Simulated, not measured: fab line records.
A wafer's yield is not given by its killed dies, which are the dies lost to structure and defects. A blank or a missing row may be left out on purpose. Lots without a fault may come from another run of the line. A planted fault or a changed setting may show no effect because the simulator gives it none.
Chamber matching :: flow gf180mcu :: GF_V1_CVD_02 on pecvd-01: 3 sister chambers
The step deposits SiO2 from TEOS, target thk 850 nm, time 94.851 s. 6 wafers are shown with their chamber, then 9 later ones without.

WAFERS WITH THEIR CHAMBER
wafer: L162.4
chamber: 2
heater power w (W): 624

wafer: L162.5
chamber: 1
heater power w (W): 759

wafer: L162.6
chamber: 0
heater power w (W): 1006

wafer: L167.2
chamber: 1
heater power w (W): 712

wafer: L167.3
chamber: 0
heater power w (W): 1035

wafer: L167.5
chamber: 2
heater power w (W): 767

WAFERS WITH NO CHAMBER GIVEN
wafer: L169.1
heater power w (W): 885

wafer: L169.2
heater power w (W): 722

wafer: L169.6
heater power w (W): 695

wafer: L168.1
heater power w (W): 779

wafer: L168.2
heater power w (W): 717

wafer: L168.4
heater power w (W): 625

wafer: L172.2
heater power w (W): 745

wafer: L172.4
heater power w (W): 608

wafer: L172.5
heater power w (W): 834

CHAMBER TAKEN BY EACH
wafer: L169.1
from the rows above: can't be placed: 0 or 1 or 2
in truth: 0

wafer: L169.2
from the rows above: can't be placed: 1 or 2
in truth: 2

wafer: L169.6
from the rows above: can't be placed: 2 or 1
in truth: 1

wafer: L168.1
from the rows above: can't be placed: 1 or 2
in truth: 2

wafer: L168.2
from the rows above: can't be placed: 1 or 2
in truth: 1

wafer: L168.4
from the rows above: can't be placed: 2 or 1
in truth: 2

wafer: L172.2
from the rows above: can't be placed: 1 or 2
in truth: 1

wafer: L172.4
from the rows above: can't be placed: 2 or 1
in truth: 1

wafer: L172.5
from the rows above: can't be placed: 1 or 2 or 0
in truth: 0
0 of 9 placed correctly. Can't be placed from these rows: 9 (the true chamber is among the candidates in 9). 0 placed wrongly.
How it was worked out, from the rows above alone: a wafer's distance from a chamber is the root of the sum, over the readings, of the square of ((its reading less the chamber's mean) divided by the reading's scatter). If the next closest chamber is less than 2 further off than the closest, the wafer can't be placed; otherwise it belongs to the closest. The mean given for a chamber averages the wafers shown for that chamber. How the scatter is found: for the shown wafers, subtract from each reading the mean of its chamber, square and add these, divide the total by (wafers less chambers), then take the root.
